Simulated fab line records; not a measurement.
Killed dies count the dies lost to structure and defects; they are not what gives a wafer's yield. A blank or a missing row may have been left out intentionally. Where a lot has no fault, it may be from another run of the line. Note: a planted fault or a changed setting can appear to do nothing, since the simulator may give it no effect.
Which tool is to blame? | flow sfq_line | 42 wafers from 15 lots sampled at 3 of the route's 325 steps

WHAT THE GAUGES READ, wafer by wafer
SFQ_M1_RS_MEAS_909: measures by four-point-probe. Usual: for M1_NB_RS the level is 0.893 ohm/sq and the standard deviation is 0.01.
lot  | measured     | on            | M1_NB_RS (ohm/sq) | flag
L796 | day 17 10:53 | film_metro-03 | 0.894 0.887 0.895 |
L798 | day 18 06:48 | film_metro-03 | 0.900 0.887 0.894 |
L799 | day 18 19:36 | film_metro-04 | 0.903 0.898 0.898 |
L801 | day 20 07:59 | film_metro-03 | 0.893 0.888 0.891 |
L802 | day 20 16:15 | film_metro-04 | 0.897 0.899 0.892 |
L803 | day 21 03:16 | film_metro-04 | 0.900 0.901 0.895 |
L804 | day 21 17:28 | film_metro-03 | 0.890 0.878 0.879 |
L806 | day 22 21:39 | film_metro-03 | 0.906 0.896 0.892 |
L807 | day 23 11:35 | film_metro-02 | 0.882 0.885 0.876 |
L808 | day 24 01:47 | film_metro-02 | 0.904 0.899 0.905 |
L810 | day 24 13:54 | film_metro-02 | 1.486 0.890       | OFF
L812 | day 25 04:59 | film_metro-03 | 1.478 1.449       | OFF
L814 | day 25 15:49 | film_metro-04 | 1.556 0.915       | OFF
L817 | day 27 03:49 | film_metro-04 | 0.884 0.899 0.884 |
L819 | day 28 03:56 | film_metro-04 | 0.893 0.897 0.907 |

TOOL THAT RAN EACH LOT (tool first, then ch and the chambers of the sampled wafers, then the start)
lot  | SFQ_TRILAYER_I0_DEP_PECVD_027   | SFQ_TRILAYER_M1_DEP_SPUTTER_037
L796 | pecvd-03 ch 1,2, day 11 20:28   | pvd_sputter-03, day 17 10:47
L798 | pecvd-04 ch 0,2, day 12 12:03   | pvd_sputter-04, day 18 06:43
L799 | pecvd-03 ch 1,2, day 12 21:39   | pvd_sputter-05, day 18 19:31
L801 | pecvd-04 ch 0,1,2, day 14 02:37 | pvd_sputter-03, day 20 07:50
L802 | pecvd-04 ch 0,2, day 14 14:10   | pvd_sputter-04, day 20 16:10
L803 | pecvd-03 ch 0,2, day 14 21:47   | pvd_sputter-04, day 21 03:08
L804 | pecvd-01 ch 1,2, day 15 10:59   | pvd_sputter-04, day 21 17:22
L806 | pecvd-04 ch 0,1,2, day 16 07:16 | pvd_sputter-04, day 22 21:34
L807 | pecvd-03 ch 0,1,2, day 16 16:52 | pvd_sputter-05, day 23 11:30
L808 | pecvd-03 ch 1,2, day 17 05:40   | pvd_sputter-03, day 24 01:42
L810 | pecvd-04 ch 1, day 17 15:11     | pvd_sputter-03, day 24 13:49
L812 | pecvd-04 ch 1,2, day 18 02:23   | pvd_sputter-03, day 25 04:54
L814 | pecvd-04 ch 1,2, day 18 16:55   | pvd_sputter-03, day 25 15:42
L817 | pecvd-01 ch 0,2, day 20 10:23   | pvd_sputter-05, day 27 03:42
L819 | pecvd-01 ch 0,1,2, day 21 06:34 | pvd_sputter-05, day 28 03:50
- SFQ_TRILAYER_I0_DEP_PECVD_027: deposits SiO2 from SiH4/N2O, time 111.11 s, target thk 500 nm.
- SFQ_TRILAYER_M1_DEP_SPUTTER_037: material Nb, target thk 200 nm, time 133.3 s.

AS READ BY THE TOOLS THEMSELVES (means over the sampled wafers that have a number; for cases with no such wafer, the mark the record gives instead)
SFQ_TRILAYER_I0_DEP_PECVD_027. Usual: heater_power_w 90 W, standard deviation 9; throttle_valve_pct 24.5 %, standard deviation 0.96.
lot  | tool     | heater_power_w (W) | throttle_valve_pct (%) | flag
L796 | pecvd-03 | 91                 | 24.3                   |
L798 | pecvd-04 | 91                 | 24.8                   |
L799 | pecvd-03 | 83                 | 24.5                   |
L801 | pecvd-04 | 85                 | 24.8                   |
L802 | pecvd-04 | 95                 | 24.8                   |
L803 | pecvd-03 | 78                 | 25.4                   |
L804 | pecvd-01 | 97                 | 23.1                   |
L806 | pecvd-04 | 90                 | 25.0                   |
L807 | pecvd-03 | 93                 | 25.3                   |
L808 | pecvd-03 | 92                 | 24.6                   |
L810 | pecvd-04 | 77                 | 25.4                   |
L812 | pecvd-04 | 89                 | 25.5                   |
L814 | pecvd-04 | 83                 | 25.7                   |
L817 | pecvd-01 | 94                 | 23.3                   |
L819 | pecvd-01 | 92                 | 24.1                   |

SFQ_TRILAYER_M1_DEP_SPUTTER_037. Usual: resputter_cathode_voltage_v 400 V, standard deviation 4.1; throttle_valve_pct 30.3 %, standard deviation 1.
lot  | tool           | resputter_cathode_voltage_v (V) | throttle_valve_pct (%) | flag
L796 | pvd_sputter-03 | 403                             | 30.0                   |
L798 | pvd_sputter-04 | 406                             | 30.0                   |
L799 | pvd_sputter-05 | 399                             | 29.1                   |
L801 | pvd_sputter-03 | 398                             | 30.7                   |
L802 | pvd_sputter-04 | 395                             | 30.1                   |
L803 | pvd_sputter-04 | 400                             | 29.4                   |
L804 | pvd_sputter-04 | 400                             | 30.1                   |
L806 | pvd_sputter-04 | 403                             | 29.7                   |
L807 | pvd_sputter-05 | 399                             | 30.2                   |
L808 | pvd_sputter-03 | 400                             | 29.9                   |
L810 | pvd_sputter-03 | 398                             | 30.4                   |
L812 | pvd_sputter-03 | 394                             | 30.6                   |
L814 | pvd_sputter-03 | 392                             | 30.4                   |
L817 | pvd_sputter-05 | 399                             | 30.2                   |
L819 | pvd_sputter-05 | 399                             | 30.1                   |

THE ANSWER, worked out from the rows above alone
Rule: lot off if the mean of its wafers having a number is beyond 3 standard deviations from the usual mean. Also off: a lot with no number at a reading for which 4 or more lots have one. Any other lot the step has rows for is counted as sound. The gauges are gone through in route order, then the tools' own readings, and for those a lot's mean is taken as printed above. At the first step where some lot is off, the reading lying furthest off is the one used; lots without a number count as furthest.
Off: at SFQ_M1_RS_MEAS_909 (M1_NB_RS), L810, L812, L814.
A tool fits if, at a process step before that reading, it ran every lot that is off, and no sound lot after the first of them. Those tools and the gauges at SFQ_M1_RS_MEAS_909 are tried in the same way. Can't be told from this: 2 tools fit, pecvd-04 at SFQ_TRILAYER_I0_DEP_PECVD_027, pvd_sputter-03 at SFQ_TRILAYER_M1_DEP_SPUTTER_037.

WHAT HAD BEEN PUT IN BY THE SIMULATOR
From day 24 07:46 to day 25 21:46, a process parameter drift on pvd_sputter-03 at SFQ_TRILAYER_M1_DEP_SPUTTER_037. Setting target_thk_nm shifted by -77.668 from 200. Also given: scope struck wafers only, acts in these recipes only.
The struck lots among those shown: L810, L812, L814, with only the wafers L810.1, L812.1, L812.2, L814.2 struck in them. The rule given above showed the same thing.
